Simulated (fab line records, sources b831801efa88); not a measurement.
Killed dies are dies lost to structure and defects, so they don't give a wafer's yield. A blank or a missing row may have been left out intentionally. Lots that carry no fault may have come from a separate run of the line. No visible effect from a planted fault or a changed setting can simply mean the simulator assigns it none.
Matching of chambers || flow sky130 || 4 sister chambers for SKY_POLY_CUT_ETCH_10 on rie-diel-03
The step etches BARC in N2/H2, stops on SiO2, time 45.9 s, target depth 60 nm. 16 wafers are shown with their chamber, then 8 later ones without.

## WAFERS WITH THEIR CHAMBER
{"wafer": "L075.1", "chamber": 2, "drypump-motor-current-A (A)": 4.9, "throttle-valve-pct (%)": 13.234, "h2-flow-sccm (sccm)": 200.4}
{"wafer": "L075.4", "chamber": 0, "drypump-motor-current-A (A)": 5.3, "throttle-valve-pct (%)": 13.222, "h2-flow-sccm (sccm)": 199.5}
{"wafer": "L075.5", "chamber": 3, "drypump-motor-current-A (A)": 6.3, "throttle-valve-pct (%)": 13.224, "h2-flow-sccm (sccm)": 199.6}
{"wafer": "L080.1", "chamber": 0, "drypump-motor-current-A (A)": 5.3, "throttle-valve-pct (%)": 13.227, "h2-flow-sccm (sccm)": 199.4}
{"wafer": "L080.2", "chamber": 1, "drypump-motor-current-A (A)": 6.4, "throttle-valve-pct (%)": 13.221, "h2-flow-sccm (sccm)": 199.3}
{"wafer": "L080.4", "chamber": 3, "drypump-motor-current-A (A)": 6.3, "throttle-valve-pct (%)": 13.209, "h2-flow-sccm (sccm)": 199.9}
{"wafer": "L082.1", "chamber": 3, "drypump-motor-current-A (A)": 6.3, "throttle-valve-pct (%)": 13.206, "h2-flow-sccm (sccm)": 200.1}
{"wafer": "L082.4", "chamber": 1, "drypump-motor-current-A (A)": 6.5, "throttle-valve-pct (%)": 13.220, "h2-flow-sccm (sccm)": 200.6}
{"wafer": "L082.5", "chamber": 0, "drypump-motor-current-A (A)": 5.3, "throttle-valve-pct (%)": 13.225, "h2-flow-sccm (sccm)": 199.7}
{"wafer": "L087.3", "chamber": 0, "drypump-motor-current-A (A)": 5.3, "throttle-valve-pct (%)": 13.227, "h2-flow-sccm (sccm)": 199.8}
{"wafer": "L087.5", "chamber": 3, "drypump-motor-current-A (A)": 6.3, "throttle-valve-pct (%)": 13.223, "h2-flow-sccm (sccm)": 199.0}
{"wafer": "L087.6", "chamber": 0, "drypump-motor-current-A (A)": 5.3, "throttle-valve-pct (%)": 13.226, "h2-flow-sccm (sccm)": 200.3}
{"wafer": "L093.1", "chamber": 1, "drypump-motor-current-A (A)": 6.5, "throttle-valve-pct (%)": 13.219, "h2-flow-sccm (sccm)": 200.6}
{"wafer": "L093.3", "chamber": 3, "drypump-motor-current-A (A)": 6.3, "throttle-valve-pct (%)": 13.224, "h2-flow-sccm (sccm)": 199.7}
{"wafer": "L093.5", "chamber": 0, "drypump-motor-current-A (A)": 5.3, "throttle-valve-pct (%)": 13.230, "h2-flow-sccm (sccm)": 200.5}
{"wafer": "L092.1", "chamber": 0, "drypump-motor-current-A (A)": 5.3, "throttle-valve-pct (%)": 13.214, "h2-flow-sccm (sccm)": 200.5}

SIGNATURES, as means of the wafers listed above
{"reading": "drypump-motor-current-A", "chamber 0": 5.300, "chamber 1": 6.467, "chamber 2": 4.900, "chamber 3": 6.300, "scatter within a chamber": 0.0236}
{"reading": "throttle-valve-pct", "chamber 0": 13.22443, "chamber 1": 13.22000, "chamber 2": 13.23400, "chamber 3": 13.21720, "scatter within a chamber": 0.00634}
{"reading": "h2-flow-sccm", "chamber 0": 199.957, "chamber 1": 200.167, "chamber 2": 200.400, "chamber 3": 199.660, "scatter within a chamber": 0.511}
Rule: a wafer's distance from a chamber is the root of the sum, over the readings, of the square of ((its reading less the chamber's mean) divided by the reading's scatter). The wafer belongs to the nearest chamber; if the next one is less than 2 further off, it can't be placed. The scatter is the square root of a quotient: the sum, over the shown wafers, of each reading's squared deviation from its chamber's mean, divided by wafers minus chambers.

## WAFERS MISSING THEIR CHAMBER
{"wafer": "L092.2", "drypump-motor-current-A (A)": 4.9, "throttle-valve-pct (%)": 13.224, "h2-flow-sccm (sccm)": 199.4}
{"wafer": "L092.4", "drypump-motor-current-A (A)": 6.3, "throttle-valve-pct (%)": 13.226, "h2-flow-sccm (sccm)": 200.3}
{"wafer": "L090.1", "drypump-motor-current-A (A)": 6.5, "throttle-valve-pct (%)": 13.228, "h2-flow-sccm (sccm)": 200.7}
{"wafer": "L090.3", "drypump-motor-current-A (A)": 5.3, "throttle-valve-pct (%)": 13.209, "h2-flow-sccm (sccm)": 200.9}
{"wafer": "L090.4", "drypump-motor-current-A (A)": 4.9, "throttle-valve-pct (%)": 13.209, "h2-flow-sccm (sccm)": 200.2}
{"wafer": "L096.1", "drypump-motor-current-A (A)": 6.3, "throttle-valve-pct (%)": 13.225, "h2-flow-sccm (sccm)": 199.7}
{"wafer": "L096.2", "drypump-motor-current-A (A)": 6.5, "throttle-valve-pct (%)": 13.235, "h2-flow-sccm (sccm)": 200.7}
{"wafer": "L096.4", "drypump-motor-current-A (A)": 4.9, "throttle-valve-pct (%)": 13.222, "h2-flow-sccm (sccm)": 199.9}

## THE CHAMBER EACH PASSED THROUGH
{"wafer": "L092.2", "from the rows above": 2, "in truth": 2}
{"wafer": "L092.4", "from the rows above": 3, "in truth": 3}
{"wafer": "L090.1", "from the rows above": 1, "in truth": 1}
{"wafer": "L090.3", "from the rows above": 0, "in truth": 0}
{"wafer": "L090.4", "from the rows above": 2, "in truth": 2}
{"wafer": "L096.1", "from the rows above": 3, "in truth": 3}
{"wafer": "L096.2", "from the rows above": 1, "in truth": 1}
{"wafer": "L096.4", "from the rows above": 2, "in truth": 2}
Placed correctly: 8 of 8. Number that these rows cannot place: 0. Wrongly placed: 0.
